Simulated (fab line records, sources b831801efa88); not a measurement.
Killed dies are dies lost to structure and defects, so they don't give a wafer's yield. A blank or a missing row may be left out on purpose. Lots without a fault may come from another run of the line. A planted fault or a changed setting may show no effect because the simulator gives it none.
Which tool did it? | flow gf180mcu | 12 lots, 36 wafers sampled, at 5 steps of a route of 602

WHAT THE GAUGES READ, wafer by wafer
GF_V3_THK_MEAS_01. Usual: V3_CVD_00_THK 602 nm, standard deviation 5.7.
lot  | measured     | on            | V3_CVD_00_THK (nm) | flag
L692 | day 21 06:05 | film_metro-04 | 610 604 607        |
L693 | day 21 14:05 | film_metro-01 | 596 601 594        |
L694 | day 21 20:45 | film_metro-01 | 595 603 599        |
L700 | day 24 03:04 | film_metro-03 | 600 605 597        |
L701 | day 24 15:47 | film_metro-03 | 597 595 603        |
L702 | day 24 21:35 | film_metro-03 | 603 597 602        |
L703 | day 25 07:02 | film_metro-01 | 604 598 598        |
L710 | day 27 13:31 | film_metro-03 | 601 606 600        |
L711 | day 27 19:54 | film_metro-04 | 606 609 614        |
L712 | day 28 06:09 | film_metro-04 | 597 603 595        |
L714 | day 28 15:47 | film_metro-04 | 599 602 594        |
L715 | day 28 19:07 | film_metro-04 | 590 605 597        |

GF_V4_THK_MEAS_01. Usual: V4_CVD_00_THK 603 nm, standard deviation 6.1.
lot  | measured     | on            | V4_CVD_00_THK (nm) | flag
L692 | day 23 07:46 | film_metro-02 | 590 587 588        |
L693 | day 23 16:32 | film_metro-02 | 596 598 599        |
L694 | day 23 22:04 | film_metro-02 | 591 600 603        |
L700 | day 26 02:13 | film_metro-03 | 603 607 606        |
L701 | day 26 13:23 | film_metro-02 | 310 605 607        | OFF
L702 | day 26 18:36 | film_metro-04 | 609 311 608        | OFF
L703 | day 27 03:45 | film_metro-03 | 310 600 306        | OFF
L710 | day 29 06:41 | film_metro-04 | 607 601 597        |
L711 | day 29 13:34 | film_metro-04 | 599 597 610        |
L712 | day 29 22:50 | film_metro-03 | 598 609 592        |
L714 | day 30 07:49 | film_metro-03 | 603 608 602        |
L715 | day 30 10:52 | film_metro-04 | 607 597 604        |

WHICH TOOL RAN EACH LOT (tool, then ch and the chambers of the sampled wafers, then the start)
lot  | GF_V3_ETCH_16                      | GF_M4_SPUTTER_00             | GF_V4_CVD_00
L692 | rie_diel-01 ch 0,1,2, day 22 06:45 | pvd_sputter-03, day 22 08:07 | hdpcvd-02 ch 0,1,2, day 23 07:42
L693 | rie_diel-02 ch 1,3, day 22 14:42   | pvd_sputter-04, day 22 16:04 | hdpcvd-01 ch 0,1,2, day 23 16:26
L694 | rie_diel-02 ch 0,2,3, day 22 20:30 | pvd_sputter-01, day 22 21:54 | hdpcvd-01 ch 0,2, day 23 21:59
L700 | rie_diel-02 ch 0,1, day 25 02:19   | pvd_sputter-01, day 25 03:43 | hdpcvd-01 ch 0,1,2, day 26 02:08
L701 | rie_diel-01 ch 0,1,3, day 25 14:04 | pvd_sputter-01, day 25 15:26 | hdpcvd-02 ch 1,2, day 26 13:19
L702 | rie_diel-04 ch 0,2,3, day 25 19:46 | pvd_sputter-01, day 25 21:07 | hdpcvd-02 ch 0,2, day 26 18:32
L703 | rie_diel-01 ch 0,3, day 26 04:50   | pvd_sputter-04, day 26 06:20 | hdpcvd-02 ch 0,2, day 27 03:40
L710 | rie_diel-04 ch 0,1,3, day 28 09:48 | pvd_sputter-01, day 28 11:10 | hdpcvd-01 ch 0,1,2, day 29 06:37
L711 | rie_diel-02 ch 0,1,3, day 28 15:48 | pvd_sputter-01, day 28 17:10 | hdpcvd-02 ch 0,1, day 29 13:26
L712 | rie_diel-04 ch 0,1,3, day 29 01:54 | pvd_sputter-04, day 29 03:16 | hdpcvd-02 ch 0,1, day 29 22:43
L714 | rie_diel-02 ch 0,1,2, day 29 11:27 | pvd_sputter-04, day 29 12:50 | hdpcvd-02 ch 0,1, day 30 07:43
L715 | rie_diel-04 ch 0,1,2, day 29 15:04 | pvd_sputter-04, day 29 16:25 | hdpcvd-02 ch 0,1, day 30 10:46
- GF_V3_ETCH_16: etches BARC in N2/H2.
- GF_M4_SPUTTER_00: material Ti, target thk 37.5 nm, time 150 s.
- GF_V4_CVD_00: deposits SiO2, target thk 600 nm, time 100 s.

WHAT THE TOOLS THEMSELVES READ (means of the sampled wafers that have a number; where no wafer has one, the mark that the record gives instead)
GF_V3_ETCH_16. Usual: drypump_motor_current_A 5.7 A, standard deviation 0.47; oes_product_au 0.854 a.u., standard deviation 0.0048; throttle_valve_pct 13.225 %, standard deviation 0.009.
lot  | tool        | drypump_motor_current_A (A) | oes_product_au (a.u.) | throttle_valve_pct (%) | flag
L692 | rie_diel-01 | 5.2                         | 0.851                 | 13.223                 |
L693 | rie_diel-02 | 6.1                         | 0.851                 | 13.236                 |
L694 | rie_diel-02 | 5.7                         | 0.856                 | 13.222                 |
L700 | rie_diel-02 | 5.9                         | 0.855                 | 13.221                 |
L701 | rie_diel-01 | 5.6                         | 0.850                 | 13.224                 |
L702 | rie_diel-04 | 5.7                         | 0.852                 | 13.222                 |
L703 | rie_diel-01 | 5.7                         | 0.856                 | 13.228                 |
L710 | rie_diel-04 | 5.8                         | 0.853                 | 13.230                 |
L711 | rie_diel-02 | 5.9                         | 0.857                 | 13.226                 |
L712 | rie_diel-04 | 5.7                         | 0.859                 | 13.223                 |
L714 | rie_diel-02 | 6.0                         | 0.852                 | 13.222                 |
L715 | rie_diel-04 | 6.0                         | 0.855                 | 13.222                 |

GF_M4_SPUTTER_00. Usual: chamber_pressure_pa 2.000 Pa, standard deviation 0.0042; throttle_valve_pct 29.9 %, standard deviation 1.3.
lot  | tool           | chamber_pressure_pa (Pa) | throttle_valve_pct (%) | flag
L692 | pvd_sputter-03 | 1.999                    | 30.7                   |
L693 | pvd_sputter-04 | 2.000                    | 27.9                   |
L694 | pvd_sputter-01 | 2.002                    | 30.0                   |
L700 | pvd_sputter-01 | 1.999                    | 30.0                   |
L701 | pvd_sputter-01 | 1.996                    | 30.6                   |
L702 | pvd_sputter-01 | 1.999                    | 30.7                   |
L703 | pvd_sputter-04 | 2.000                    | 27.9                   |
L710 | pvd_sputter-01 | 2.000                    | 30.6                   |
L711 | pvd_sputter-01 | 2.002                    | 30.6                   |
L712 | pvd_sputter-04 | 2.001                    | 28.8                   |
L714 | pvd_sputter-04 | 1.995                    | 28.0                   |
L715 | pvd_sputter-04 | 1.993                    | 29.8                   |

GF_V4_CVD_00. Usual: pressure_mtorr 5.999 mTorr, standard deviation 0.012; sih4_flow_sccm 60.03 sccm, standard deviation 0.17.
lot  | tool      | pressure_mtorr (mTorr) | sih4_flow_sccm (sccm) | flag
L692 | hdpcvd-02 | 5.997                  | 59.92                 |
L693 | hdpcvd-01 | 5.987                  | 60.09                 |
L694 | hdpcvd-01 | 5.983                  | 60.30                 |
L700 | hdpcvd-01 | 5.995                  | 60.21                 |
L701 | hdpcvd-02 | 6.000                  | 50.27                 | OFF
L702 | hdpcvd-02 | 5.996                  | 49.89                 | OFF
L703 | hdpcvd-02 | 5.992                  | 40.09                 | OFF
L710 | hdpcvd-01 | 6.009                  | 59.95                 |
L711 | hdpcvd-02 | 6.001                  | 60.05                 |
L712 | hdpcvd-02 | 5.999                  | 60.00                 |
L714 | hdpcvd-02 | 6.011                  | 60.17                 |
L715 | hdpcvd-02 | 5.996                  | 60.04                 |

THE ANSWER, worked out from the rows above alone
Rule: a lot is off if the mean of its wafers that have a number lies more than 3 standard deviations from the usual mean. A lot without any number at a reading at which 4 lots or more have one is off too. The other lots that the step has rows for count as sound. The gauges are gone through in route order, then the tools' own readings, and for those a lot's mean is taken as printed above. The first step at which some lot is off is used, and at that step the reading that is off furthest; a lot without a number counts as furthest.
Off: L701, L702, L703, at GF_V4_THK_MEAS_01 (V4_CVD_00_THK).
A tool fits if, at a process step before that reading, it ran every lot that is off, and no sound lot after the first of them. The gauges at GF_V4_THK_MEAS_01 aren't tried: what is off there is off at GF_V4_CVD_00 too, on other tools, and a gauge's error can't cause that. None of those tried fits.

WHAT THE SIMULATOR HAD PUT IN
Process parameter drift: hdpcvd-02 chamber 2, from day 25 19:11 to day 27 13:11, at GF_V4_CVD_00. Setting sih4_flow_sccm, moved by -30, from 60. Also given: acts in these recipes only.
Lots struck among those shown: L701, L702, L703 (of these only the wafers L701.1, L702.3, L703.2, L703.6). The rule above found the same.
